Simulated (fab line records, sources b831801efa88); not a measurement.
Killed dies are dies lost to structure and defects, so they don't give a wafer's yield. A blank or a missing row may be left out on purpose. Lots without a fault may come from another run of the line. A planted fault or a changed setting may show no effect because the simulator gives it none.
fab line records | flow sky130
record lots=7 wafers=21 last_day=50
route steps=708 shown PWDE@54 NWELL@56 PAD_OPEN@708
lots that met no fault: from a run of the same line without faults
start_h: hours from the record's first day to the start of the lot's first wafer shown | wait_h: hours since the lot's step before | " the same as in the row above | L1.1+2: a row that stands for several wafers | - no value, or no start given | * or withheld: withheld | < > ~ a bound
route shown NAME@n: a module of which the file shows steps, and the number in the route of the first | usual: mean/standard deviation of fault-free wafers | same: alike in all rows | chamber/n: place in a boat | sites: the reading at each site | _std_site: their standard deviation | _edge_site: outer sites' mean less inner sites' | radius_mm: how far each site lies from the wafer's centre | mask NAME#n: copy n | behind: the tool/chamber that last shaped the wafer | hold: why the lot was held/for how many hours/how that ended | device: the transistor (n, p or np) that didn't switch | end of line: the same wafers' tests at the end of the route | a step without rows: its recipe alone | killed: dies lost to structure and defects at the first sort, not the wafer's yield | map: a wafer's dies, x killed, . not, _ none there
set.NAME: the setting as run; set.NAME@STEP: as run at that earlier step | model.NAME: the simulator's own value behind a step, which no gauge read
lots at some steps of the route; a table a step, a row a wafer
services: from which hour (start_h, from the record's first day; less than 0 if before it) a tool's chamber was out of use, for how many hours, and why
## steps
# step SKY_PWDE_STRIP_09
# recipe chemistry=O2/N2 power_w=1400 pressure_mtorr=1500 platen_temp_c=withheld o2_flow_sccm=3000 n2_flow_sccm=300 overash_fraction=0.5
# usual drypump_motor_current_A=5.8/0.42 oes_product_au=0.722/0.0043 strip_time_to_endpoint_s=36.94/0.11
# columns lot.wafer tool chamber start_h wait_h drypump_motor_current_A oes_product_au rf_hours_counter_h strip_time_to_endpoint_s
L307.3 plasma_asher-04 0 87.75 0.1 6.0 0.718 - 36.98
L307.4 " 1 " " 5.7 0.731 - 36.91
L307.5 " 1 " " 5.7 0.718 - 36.88
L310.1 plasma_asher-02 0 107.13 0.1 6.4 0.716 30 37.01
L310.4 " 1 " " 5.7 0.723 - 36.94
L310.5 " 0 " " 6.4 0.726 - 37.06
L312.2 plasma_asher-02 1 118.78 0.1 5.7 0.717 32 36.95
L312.4 " 1 " " 5.7 0.723 - 36.97
L312.5 " 1 " " 5.7 0.723 - 36.95
L313.2 plasma_asher-02 0 123.70 0.1 6.3 0.722 32 36.75
L313.4 " 1 " " 5.7 0.721 - 36.82
L313.5 " 1 " " 5.6 0.722 - 36.87
L315.1 plasma_asher-03 1 131.30 0.1 5.7 0.713 45 36.88
L315.4 " 1 " " 5.7 0.720 - 36.82
L315.6 " 1 " " 5.8 0.721 - 36.83
L316.2 plasma_asher-02 0 138.13 0.1 6.4 0.721 34 36.94
L316.3 " 1 " " 5.7 0.735 - 36.91
L316.5 " 1 " " 5.7 0.720 - 36.88
L322.1 plasma_asher-02 1 207.05 0.1 5.7 0.714 41 36.80
L322.3 " 1 " " 5.7 0.722 - 36.94
L322.5 " 1 " " 5.7 0.723 - 36.79
# step SKY_PWDE_TW_MEAS_10
# usual PWDE_TW=371/4.1
# columns lot.wafer tool chamber start_h wait_h PWDE_TW
L307.3 film_metro-03 - 87.84 0.1 370
L307.4 " - " " 370
L307.5 " - " " 368
L310.1 film_metro-04 - 107.23 0.1 376
L310.4 " - " " 377
L310.5 " - " " 377
L312.2 film_metro-01 - 118.89 0.1 365
L312.4 " - " " 365
L312.5 " - " " 365
L313.2 film_metro-03 - 123.81 0.1 370
L313.4 " - " " 369
L313.5 " - " " 371
L315.1 film_metro-01 - 131.40 0.1 366
L315.4 " - " " 366
L315.6 " - " " 364
L316.2 film_metro-03 - 138.24 0.1 370
L316.3 " - " " 372
L316.5 " - " " 368
L322.1 film_metro-03 - 207.15 0.1 373
L322.3 " - " " 372
L322.5 " - " " 371
# step SKY_NWELL_DEHYDRATE_03
# recipe temp_c=200 time_s=60
# step SKY_NWELL_HMDS_04
# recipe prime_time_s=60 prime_temp_c=120
# step SKY_NWELL_COAT_05
# recipe spin_rpm=2000 resist_thk_nm=3000
# step SKY_NWELL_SOFTBAKE_06
# recipe temp_c=110 time_s=withheld
# step SKY_NWELL_EXPOSE_07
# recipe mask_id=NWM na=0.6 source_shape=conventional sigma_outer=0.6 polarization=unpolarized target_cd_nm=840 dose_mj=255
# step SKY_NWELL_PEB_08
# recipe temp_c=115 time_s=withheld
# step SKY_NWELL_DEVELOP_09
# recipe wall_angle_deg=90 developer=TMAH develop_time_s=60 dev_temp_c=23
# step SKY_NWELL_OVL_MEAS_10
# usual NWELL_00_OVL=0.6/1.4
# columns lot.wafer tool chamber start_h wait_h NWELL_00_OVL[nm]
L307.3 overlay-02 - 105.12 - 0.3
L307.4 " - " " 0.7
L307.5 " - " " -1.6
L310.1 overlay-01 - 124.21 - 2.5
L310.4 " - " " 0.5
L310.5 " - " " 0.0
L312.2 overlay-01 - 134.27 - -1.0
L312.4 " - " " -0.5
L312.5 " - " " 1.7
L313.2 overlay-02 - 139.64 - -2.0
L313.4 " - " " 0.3
L313.5 " - " " 0.0
L315.1 overlay-02 - 149.01 - -0.4
L315.4 " - " " -0.2
L315.6 " - " " -0.4
L316.2 overlay-02 - 158.62 - 1.8
L316.3 " - " " 0.4
L316.5 " - " " 1.7
L322.1 overlay-02 - 228.91 - -0.1
L322.3 " - " " -1.7
L322.5 " - " " 0.6
# step SKY_NWELL_IMPLANT_11
# recipe species=P energy_kev=400 dose_cm2=1.9e+13 tilt_deg=withheld
# step SKY_NWELL_IMPLANT_12
# recipe species=P energy_kev=120 dose_cm2=1.3e+12 tilt_deg=withheld
# step SKY_NWELL_IMPLANT_13
# recipe species=P energy_kev=50 dose_cm2=7e+11 tilt_deg=withheld
# columns lot.wafer tool chamber start_h wait_h
L307.3+4+5 implanter-02 0 105.50 0.1
L307.3+4+5 implanter-02 0 105.81 0.3
L310.1+4+5 implanter-02 0 124.55 0.1
L312.2+4+5 implanter-04 0 134.62 0.1
L312.2+4+5 implanter-04 0 134.94 0.3
L313.2+4+5 implanter-02 0 139.99 0.1
L315.1+4+6 implanter-04 0 149.35 0.1
L315.1+4+6 implanter-04 0 149.66 0.3
L316.2+3+5 implanter-02 0 158.97 0.1
L322.1+3+5 implanter-04 0 229.25 0.1
# step SKY_NWELL_STRIP_14
# recipe chemistry=O2/N2 power_w=1400 pressure_mtorr=1500 platen_temp_c=withheld o2_flow_sccm=3000 n2_flow_sccm=300 overash_fraction=0.5
# usual drypump_motor_current_A=5.6/0.47 oes_product_au=0.722/0.0041 strip_time_to_endpoint_s=36.99/0.099
# columns lot.wafer tool chamber start_h wait_h drypump_motor_current_A oes_product_au rf_hours_counter_h strip_time_to_endpoint_s
L307.3 plasma_asher-01 0 105.95 0.1 5.0 0.736 - 36.93
L307.4 " 1 " " 5.8 0.721 - 37.02
L307.5 " 1 " " 5.8 0.725 - 37.07
L310.1 plasma_asher-03 1 124.70 0.1 5.7 0.719 44 36.82
L310.4 " 1 " " 5.7 0.724 - 36.90
L310.5 " 0 " " 5.1 0.715 - 36.93
L312.2 plasma_asher-01 1 135.06 0.1 5.7 0.717 2 37.05
L312.4 " 0 " " 5.0 0.721 - 37.00
L312.5 " 1 " " 5.7 0.721 - 37.08
L313.2 plasma_asher-03 1 140.12 0.1 5.7 0.719 46 37.06
L313.4 " 1 " " 5.7 0.720 - 37.10
L313.5 " 1 " " 5.7 0.718 - 37.11
L315.1 plasma_asher-02 0 149.81 0.1 6.4 0.725 35 36.91
L315.4 " 1 " " 5.7 0.725 - 36.97
L315.6 " 0 " " 6.4 0.718 - 36.93
L316.2 plasma_asher-03 0 159.10 0.1 5.1 0.720 47 36.86
L316.3 " 1 " " 5.7 0.723 - 36.90
L316.5 " 1 " " 5.7 0.723 - 36.93
L322.1 plasma_asher-03 0 229.40 0.1 5.1 0.724 54 37.02
L322.3 " 1 " " 5.7 0.720 - 37.04
L322.5 " 0 " " 5.1 0.729 - 36.91
# step SKY_NWELL_TW_MEAS_15
# usual NWELL_TW=1808/26
# columns lot.wafer tool chamber start_h wait_h NWELL_TW
L307.3 film_metro-04 - 106.03 0.1 1835
L307.4 " - " " 1840
L307.5 " - " " 1829
L310.1 film_metro-01 - 124.80 0.1 1774
L310.4 " - " " 1769
L310.5 " - " " 1770
L312.2 film_metro-04 - 135.19 0.1 1835
L312.4 " - " " 1828
L312.5 " - " " 1830
L313.2 film_metro-01 - 140.23 0.1 1773
L313.4 " - " " 1765
L313.5 " - " " 1774
L315.1 film_metro-04 - 149.91 0.1 1842
L315.4 " - " " 1836
L315.6 " - " " 1833
L316.2 film_metro-01 - 159.21 0.1 1776
L316.3 " - " " 1773
L316.5 " - " " 1774
L322.1 film_metro-01 - 229.50 0.1 1755
L322.3 " - " " 1779
L322.5 " - " " 1769
# step SKY_NWELL_DEHYDRATE_16
# recipe temp_c=200 time_s=60
# step SKY_NWELL_HMDS_17
# recipe prime_time_s=60 prime_temp_c=120
# step SKY_NWELL_COAT_18
# recipe spin_rpm=2000 resist_thk_nm=3000
# step SKY_NWELL_SOFTBAKE_19
# recipe temp_c=110 time_s=withheld
# step SKY_NWELL_EXPOSE_20
# recipe mask_id=NWM_COMPLEMENT na=0.6 source_shape=conventional sigma_outer=0.6 polarization=unpolarized target_cd_nm=840 dose_mj=260
# step SKY_NWELL_PEB_21
# recipe temp_c=115 time_s=withheld
# step SKY_NWELL_DEVELOP_22
# recipe wall_angle_deg=90 developer=TMAH develop_time_s=60 dev_temp_c=23
# step SKY_NWELL_OVL_MEAS_23
# usual NWELL_01_OVL=-1.2/1.2
# columns lot.wafer tool chamber start_h wait_h NWELL_01_OVL[nm]
L307.3 overlay-02 - 122.70 - 0.1
L307.4 " - " " -0.1
L307.5 " - " " -0.6
L310.1 overlay-02 - 140.31 - -1.8
L310.4 " - " " -1.1
L310.5 " - " " -1.7
L312.2 overlay-02 - 153.55 - -1.2
L312.4 " - " " -2.4
L312.5 " - " " -1.8
L313.2 overlay-02 - 161.02 - -0.2
L313.4 " - " " -2.1
L313.5 " - " " -2.2
L315.1 overlay-01 - 168.78 - -1.2
L315.4 " - " " 0.4
L315.6 " - " " -0.1
L316.2 overlay-01 - 177.87 - -0.9
L316.3 " - " " 0.2
L316.5 " - " " -0.2
L322.1 overlay-01 - 251.81 - -1.6
L322.3 " - " " -1.6
L322.5 " - " " 0.5
# step SKY_NWELL_IMPLANT_24
# recipe species=B energy_kev=140 dose_cm2=9.2e+12 tilt_deg=withheld
# step SKY_NWELL_STRIP_25
# recipe chemistry=O2/N2 power_w=1400 pressure_mtorr=1500 platen_temp_c=withheld o2_flow_sccm=3000 n2_flow_sccm=300 overash_fraction=0.5
# usual drypump_motor_current_A=5.7/0.47 oes_product_au=0.722/0.0049 strip_time_to_endpoint_s=36.98/0.11
# columns lot.wafer tool chamber start_h wait_h drypump_motor_current_A oes_product_au rf_hours_counter_h strip_time_to_endpoint_s
L307.3 plasma_asher-02 1 122.91 0.1 5.7 0.728 - 36.83
L307.4 " 0 " " 6.4 0.723 - 36.70
L307.5 " 0 " " 6.4 0.728 - 36.79
L310.1 plasma_asher-01 0 140.50 0.1 5.0 0.729 2 37.07
L310.4 " 0 " " 5.0 0.721 - 37.07
L310.5 " 1 " " 5.8 0.730 - 37.08
L312.2 plasma_asher-02 0 153.73 0.1 6.3 0.722 35 36.95
L312.4 " 0 " " 6.4 0.715 - 37.06
L312.5 " 0 " " 6.3 0.724 - 36.98
L313.2 plasma_asher-01 1 161.20 0.1 5.8 0.723 5 37.15
L313.4 " 0 " " 5.0 0.722 - 37.13
L313.5 " 0 " " 5.0 0.726 - 37.01
L315.1 plasma_asher-03 1 168.96 0.1 5.8 0.720 49 37.12
L315.4 " 0 " " 5.0 0.720 - 37.02
L315.6 " 0 " " 5.0 0.720 - 37.06
L316.2 plasma_asher-02 1 178.05 0.1 5.6 0.725 38 36.99
L316.3 " 1 " " 5.7 0.733 - 36.96
L316.5 " 1 " " 5.6 0.717 - 37.00
L322.1 plasma_asher-01 1 252.00 0.1 5.8 0.726 13 37.12
L322.3 " 1 " " 5.8 0.720 - 37.03
L322.5 " 0 " " 5.0 0.718 - 37.12
# step SKY_NWELL_TW_MEAS_26
# usual NWELL_2_TW=494/6.6
# columns lot.wafer tool chamber start_h wait_h NWELL_2_TW
L307.3 film_metro-01 - 123.00 0.1 485
L307.4 " - " " 484
L307.5 " - " " 484
L310.1 film_metro-01 - 140.60 0.1 482
L310.4 " - " " 482
L310.5 " - " " 487
L312.2 film_metro-04 - 153.84 0.1 502
L312.4 " - " " 499
L312.5 " - " " 502
L313.2 film_metro-03 - 161.31 0.1 493
L313.4 " - " " 492
L313.5 " - " " 493
L315.1 film_metro-01 - 169.06 0.1 487
L315.4 " - " " 488
L315.6 " - " " 487
L316.2 film_metro-03 - 178.16 0.1 493
L316.3 " - " " 493
L316.5 " - " " 492
L322.1 film_metro-01 - 252.10 0.1 487
L322.3 " - " " 489
L322.5 " - " " 486
# step SKY_NWELL_CLEAN_27
# recipe chemistry=SC1/SC2 mix=1:4:20 temp_c=70 time_s=150 dry=n2_spin
# step SKY_NWELL_RTA_28
# recipe temp_c=1050 time_s=30 idle_temp_c=650 ramp_up_c_per_s=150 ramp_down_c_per_s=90 ambient=N2
# usual lamp_power_pct=25.31/0.052 ramp_down_c_per_s=89.999/0.016 wafer_temp_C_max=1054.9/0.87
# columns lot.wafer tool chamber start_h wait_h lamp_power_pct ramp_down_c_per_s wafer_temp_C_max
L307.3 rtp_anneal-02 0 123.12 0.0 25.40 89.977 1054.9
L307.4 " 0 " " 25.24 89.979 1055.7
L307.5 " 0 " " 25.37 90.003 1054.2
L310.1 rtp_anneal-02 0 140.71 0.0 25.43 89.991 1053.3
L310.4 " 0 " " 25.34 90.017 1055.7
L310.5 " 0 " " 25.38 89.954 1053.5
L312.2 rtp_anneal-02 0 153.96 0.0 25.26 90.001 1053.9
L312.4 " 0 " " 25.31 89.981 1054.4
L312.5 " 0 " " 25.31 90.003 1055.3
L313.2 rtp_anneal-01 0 161.42 0.0 25.37 90.000 1056.2
L313.4 " 0 " " 25.22 90.003 1055.7
L313.5 " 0 " " 25.25 89.987 1055.0
L315.1 rtp_anneal-01 0 169.17 0.0 25.29 90.019 1054.0
L315.4 " 0 " " 25.27 89.994 1054.0
L315.6 " 0 " " 25.36 89.969 1054.9
L316.2 rtp_anneal-02 0 178.27 0.0 25.33 89.999 1056.5
L316.3 " 0 " " 25.33 90.002 1054.4
L316.5 " 0 " " 25.33 89.992 1054.1
L322.1 rtp_anneal-01 0 252.21 0.0 25.31 89.980 1055.2
L322.3 " 0 " " 25.22 90.001 1055.9
L322.5 " 0 " " 25.24 89.987 1054.3
# step SKY_NWELL_RS_MEAS_29
# recipe thk_meas_gauge=four-point-probe
# usual NWELL_RS=624.7/1.6
# columns lot.wafer tool chamber start_h wait_h NWELL_RS[ohm/sq]
L307.3 film_metro-04 - 123.23 0.1 604.6
L307.4 " - " " 603.8
L307.5 " - " " 604.6
L307.3 film_metro-04 - 123.59 0.3 604.8
L307.4 " - " " 603.9
L307.5 " - " " 604.5
L310.1 film_metro-03 - 140.81 0.1 623.5
L310.4 " - " " 622.9
L310.5 " - " " 624.4
L312.2 film_metro-01 - 154.06 0.1 606.5
L312.4 " - " " 605.2
L312.5 " - " " 608.1
L312.2 film_metro-01 - 154.42 0.3 606.1
L312.4 " - " " 606.0
L312.5 " - " " 606.2
L313.2 film_metro-03 - 161.53 0.1 625.3
L313.4 " - " " 624.5
L313.5 " - " " 624.6
L315.1 film_metro-03 - 169.27 0.1 606.5
L315.4 " - " " 607.2
L315.6 " - " " 607.7
L315.1 film_metro-03 - 169.63 0.3 606.7
L315.4 " - " " 606.3
L315.6 " - " " 607.6
L316.2 film_metro-04 - 178.38 0.1 625.8
L316.3 " - " " 624.4
L316.5 " - " " 624.0
L322.1 film_metro-03 - 252.31 0.1 624.0
L322.3 " - " " 623.7
L322.5 " - " " 624.6
# step SKY_PAD_OPEN_PROBE_99
# usual killed_at_M0_to_M3=43/7.3 killed_at_M4_up=3.0/2 killed_at_contacts=24/5.2 killed_at_front_end=15/4.4 killed_at_other=0.2/0.48 killed_dies=86/9.1 killed_open=47/7.3 killed_short=38/6.4
# same gross_dies=492 killed_at_back_side=0
# columns lot.wafer tool chamber start_h wait_h killed_at_M0_to_M3 killed_at_M4_up killed_at_contacts killed_at_front_end killed_at_other killed_dies killed_open killed_short model.etest.nfet_16v.r_on_ohm_um model.etest.pfet_g5v0d10v5.r_on_ohm_um model.etest.tip_p.rs_ohm_sq model.etest.tip_p_5v.rs_ohm_sq model.etest.pfet_01v8.r_on_ohm_um model.etest.pfet_g5v0d10v5.drive_ua_um model.etest.pfet_01v8_lvt.drive_ua_um model.etest.pfet_16v.drive_ua_um
L307.3 prober-02 - 1090.64 0.2 35 2 38 16 0 91 62 29 1.34e+04 4994 7112 2992 2899 318.3 155.9 235.2
L307.4 prober-02 - 1090.69 0.2 44 6 29 13 1 93 49 41 1.335e+04 5067 7178 2995 2924 318.2 155.8 232.6
L307.5 prober-02 - 1090.74 0.2 44 3 36 20 1 104 45 56 1.336e+04 5085 7092 2969 2935 314.8 153.8 231
L310.1 prober-01 - 1110.77 0.1 55 5 19 16 0 95 58 37 1.471e+04 4764 6729 2821 2897 343.5 176.6 247.7
L310.4 prober-01 - 1110.92 0.2 41 5 25 16 0 87 54 33 1.455e+04 4719 6711 2817 2848 349.8 178.5 251.7
L310.5 prober-01 - 1110.97 0.2 57 0 25 14 0 96 61 35 1.455e+04 4735 6678 2815 2895 344.2 176.1 241.1
L312.2 prober-01 - 1123.62 0.1 36 5 25 22 0 88 53 34 1.396e+04 5252 7013 2984 3065 302.9 149.3 223.5
L312.4 prober-01 - 1123.72 0.2 35 3 31 17 2 88 51 36 1.32e+04 5096 7012 2984 2904 313.6 153.3 229.6
L312.5 prober-01 - 1123.77 0.2 47 2 24 19 0 92 57 35 1.381e+04 5186 6983 2989 2988 308.9 150.1 230.3
L313.2 prober-02 - 1135.27 0.1 46 2 22 10 1 81 41 39 1.414e+04 4792 6730 2874 2872 342.7 175.3 246.3
L313.4 prober-02 - 1135.37 0.2 48 7 29 12 0 96 52 44 1.414e+04 4739 6757 2851 2913 346.4 174.4 248.5
L313.5 prober-02 - 1135.42 0.2 47 4 23 12 0 86 54 31 1.42e+04 4774 6744 2853 2901 337.3 172.8 246.3
L315.1 prober-01 - 1139.27 0.1 37 1 31 15 1 85 50 35 1.343e+04 5112 7128 3000 2930 311.7 152.4 228.3
L315.4 prober-01 - 1139.42 0.2 40 8 21 12 0 81 48 33 1.343e+04 5079 7081 2968 2912 317.6 153.7 227.6
L315.6 prober-01 - 1139.52 0.2 51 1 28 18 1 99 59 39 1.352e+04 5092 7083 2996 2942 313.1 152.8 228.4
L316.2 prober-01 - 1149.57 0.1 45 1 21 16 0 83 49 34 1.4e+04 4823 6919 2859 2943 335.2 173.6 242
L316.3 prober-01 - 1149.62 0.2 47 3 25 12 1 88 56 32 1.402e+04 4742 6918 2847 2842 341.3 177.3 247.5
L316.5 prober-01 - 1149.72 0.2 50 1 18 19 0 88 48 40 1.402e+04 4820 6925 2845 2866 334 176.2 242.8
L322.1 prober-01 - 1203.81 0.1 54 3 19 12 0 88 50 38 1.408e+04 4851 6781 2858 2894 332.9 171.6 245.9
L322.3 prober-01 - 1203.91 0.2 34 4 30 9 0 77 43 34 1.411e+04 4800 6777 2853 2828 340.2 173 244.7
L322.5 prober-01 - 1204.01 0.2 50 3 26 8 0 87 53 33 1.409e+04 4865 6794 2876 2861 334.2 170.4 240.7
# killed by level:class
L307.3 LI_CONTACT:geometric_particle:open=15 CONTACT:geometric_particle:open=12 VIA2:geometric_particle:open=9 VIA3:geometric_particle:open=8 FIELD_ISO:geometric_particle:open=6 VIA1:geometric_particle:open=6 METAL1:geometric_particle:short=4 LI_CONTACT:geometric_particle:short=4
L307.4 CONTACT:geometric_particle:open=15 METAL1:geometric_particle:short=9 VIA1:geometric_particle:open=9 VIA1:geometric_particle:short=9 VIA2:geometric_particle:open=6 LI_CONTACT:geometric_particle:open=6 METAL4:geometric_particle:short=4 FIELD_ISO:geometric_particle:open=3
L307.5 VIA1:geometric_particle:open=13 CONTACT:geometric_particle:open=10 CONTACT:geometric_particle:short=9 LI_CONTACT:geometric_particle:open=6 LI_CONTACT:geometric_particle:short=5 VIA1:geometric_particle:short=5 POLY_GATE:geometric_particle:short=5 LOCAL_INTERCONNECT:geometric_particle:short=5
L310.1 VIA1:geometric_particle:open=18 CONTACT:geometric_particle:open=8 VIA1:geometric_particle:short=7 VIA3:geometric_particle:open=6 FIELD_ISO:geometric_particle:open=5 VIA2:geometric_particle:short=5 VIA2:geometric_particle:open=5 POLY_GATE:geometric_particle:open=4
L310.4 VIA2:geometric_particle:open=10 VIA3:geometric_particle:open=9 LI_CONTACT:geometric_particle:open=8 CONTACT:geometric_particle:open=8 VIA1:geometric_particle:open=7 POLY_GATE:geometric_particle:open=5 POLY_GATE:geometric_particle:short=4 CONTACT:geometric_particle:short=4
L310.5 VIA1:geometric_particle:open=18 VIA2:geometric_particle:open=11 LI_CONTACT:geometric_particle:open=7 VIA3:geometric_particle:open=7 CONTACT:geometric_particle:short=6 CONTACT:geometric_particle:open=6 METAL2:geometric_particle:short=5 VIA1:geometric_particle:short=5
L312.2 CONTACT:geometric_particle:open=9 VIA1:geometric_particle:open=9 FIELD_ISO:geometric_particle:open=8 LI_CONTACT:geometric_particle:open=7 VIA3:geometric_particle:open=6 FIELD_ISO:geometric_particle:short=5 METAL4:geometric_particle:short=5 POLY_GATE:geometric_particle:open=4
L312.4 CONTACT:geometric_particle:open=14 VIA1:geometric_particle:open=8 CONTACT:geometric_particle:short=6 VIA3:geometric_particle:open=6 METAL2:geometric_particle:short=5 LI_CONTACT:geometric_particle:open=5 VIA1:geometric_particle:short=5 FIELD_ISO:geometric_particle:open=4
L312.5 VIA1:geometric_particle:open=13 CONTACT:geometric_particle:open=12 VIA3:geometric_particle:open=9 FIELD_ISO:geometric_particle:open=7 VIA2:geometric_particle:open=7 LOCAL_INTERCONNECT:geometric_particle:short=5 METAL2:geometric_particle:short=5 FIELD_ISO:geometric_particle:short=4
L313.2 VIA1:geometric_particle:open=11 LI_CONTACT:geometric_particle:open=9 VIA2:geometric_particle:open=8 CONTACT:geometric_particle:open=6 METAL1:geometric_particle:short=6 VIA1:geometric_particle:short=5 VIA2:geometric_particle:short=5 VIA3:geometric_particle:open=5
L313.4 VIA1:geometric_particle:open=14 VIA2:geometric_particle:open=9 LI_CONTACT:geometric_particle:open=9 CONTACT:geometric_particle:open=8 VIA1:geometric_particle:short=8 CONTACT:geometric_particle:short=6 POLY_GATE:geometric_particle:short=5 METAL2:geometric_particle:short=4
L313.5 CONTACT:geometric_particle:open=12 VIA3:geometric_particle:open=10 VIA1:geometric_particle:open=9 VIA1:geometric_particle:short=7 VIA2:geometric_particle:open=6 METAL2:geometric_particle:short=5 LI_CONTACT:geometric_particle:open=4 FIELD_ISO:geometric_particle:open=3
L315.1 CONTACT:geometric_particle:open=11 VIA1:geometric_particle:open=9 LOCAL_INTERCONNECT:geometric_particle:short=7 METAL1:geometric_particle:short=6 FIELD_ISO:geometric_particle:open=5 LI_CONTACT:geometric_particle:open=5 CONTACT:geometric_particle:short=5 VIA2:geometric_particle:open=5
L315.4 VIA1:geometric_particle:open=13 LI_CONTACT:geometric_particle:open=10 VIA2:geometric_particle:open=7 METAL4:geometric_particle:short=7 METAL2:geometric_particle:short=7 VIA3:geometric_particle:open=6 CONTACT:geometric_particle:open=5 FIELD_ISO:geometric_particle:open=3
L315.6 VIA1:geometric_particle:open=16 CONTACT:geometric_particle:open=10 VIA3:geometric_particle:open=10 LI_CONTACT:geometric_particle:open=7 LOCAL_INTERCONNECT:geometric_particle:short=6 FIELD_ISO:geometric_particle:open=5 VIA1:geometric_particle:short=5 VIA2:geometric_particle:open=5
L316.2 VIA1:geometric_particle:open=14 CONTACT:geometric_particle:open=8 VIA3:geometric_particle:open=6 VIA2:geometric_particle:open=6 CONTACT:geometric_particle:short=5 FIELD_ISO:geometric_particle:short=4 FIELD_ISO:geometric_particle:open=4 METAL1:geometric_particle:short=4
L316.3 VIA1:geometric_particle:open=15 CONTACT:geometric_particle:open=10 VIA3:geometric_particle:open=9 VIA2:geometric_particle:open=5 LI_CONTACT:geometric_particle:open=5 VIA1:geometric_particle:short=5 CONTACT:geometric_particle:short=5 METAL1:geometric_particle:short=4
L316.5 VIA1:geometric_particle:open=11 CONTACT:geometric_particle:open=9 VIA2:geometric_particle:open=8 VIA3:geometric_particle:open=7 VIA2:geometric_particle:short=6 FIELD_ISO:geometric_particle:open=5 METAL3:geometric_particle:short=5 POLY_GATE:geometric_particle:short=4
L322.1 VIA3:geometric_particle:open=8 VIA1:geometric_particle:open=8 VIA2:geometric_particle:open=8 CONTACT:geometric_particle:open=6 METAL1:geometric_particle:short=6 METAL3:geometric_particle:short=5 LI_CONTACT:geometric_particle:open=5 VIA1:geometric_particle:short=5
L322.3 LI_CONTACT:geometric_particle:open=10 CONTACT:geometric_particle:open=9 VIA3:geometric_particle:open=7 LOCAL_INTERCONNECT:geometric_particle:short=6 VIA1:geometric_particle:open=6 VIA3:geometric_particle:short=5 VIA2:geometric_particle:open=5 FIELD_ISO:geometric_particle:short=4
L322.5 VIA3:geometric_particle:open=14 CONTACT:geometric_particle:open=10 VIA1:geometric_particle:open=8 VIA2:geometric_particle:open=7 METAL1:geometric_particle:short=6 LI_CONTACT:geometric_particle:open=5 CONTACT:geometric_particle:short=5 VIA1:geometric_particle:short=5
## services
# columns tool chamber start_h hours kind
plasma_asher-02 - 81.68 8.0 repair
plasma_asher-04 - 91.27 7.8 repair
implanter-04 - 101.93 2.0 repair
plasma_asher-01 - 108.75 9.0 pm
plasma_asher-01 0 108.75 9.0 vent_cycle
plasma_asher-01 1 108.75 9.0 vent_cycle
plasma_asher-01 0 117.75 - clean
plasma_asher-01 1 117.75 - clean
implanter-04 - 144.40 4.6 repair
plasma_asher-04 - 151.21 10.0 pm
plasma_asher-04 - 166.19 9.6 repair
implanter-04 - 239.14 3.1 pm
## key
first_sign step=SKY_NWELL_IMPLANT_13 reading=visit direction=added
effect step=SKY_NWELL_RS_MEAS_29 reading=visit direction=added
effect step=SKY_NWELL_RS_MEAS_29 reading=NWELL_RS direction=down sigmas=12 usual=624.7 struck=606.0
model_effect step=SKY_PAD_OPEN_PROBE_99 value=etest.nfet_16v.r_on_ohm_um without=1.411e+04 struck=1.35e+04
met_at SKY_NWELL_IMPLANT_13
struck_wafers L307.3,L307.4,L307.5,L312.2,L312.4,L312.5,L315.1,L315.4,L315.6
tester_left_out L307,L312,L315
fault kind=repeated_step_whole tool=implanter-02,implanter-03,implanter-04 chamber=- onset_h=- steps=SKY_NWELL_IMPLANT_13 times=1 scope=struck_lots_only
# tester_left_out: of these lots the tester's yield and bins aren't shown, on N5 and GAA mostly nor the transistor test; their killed dies are dies lost to structure and defects alone, not to doping, threshold or leakage, so they don't give the yield
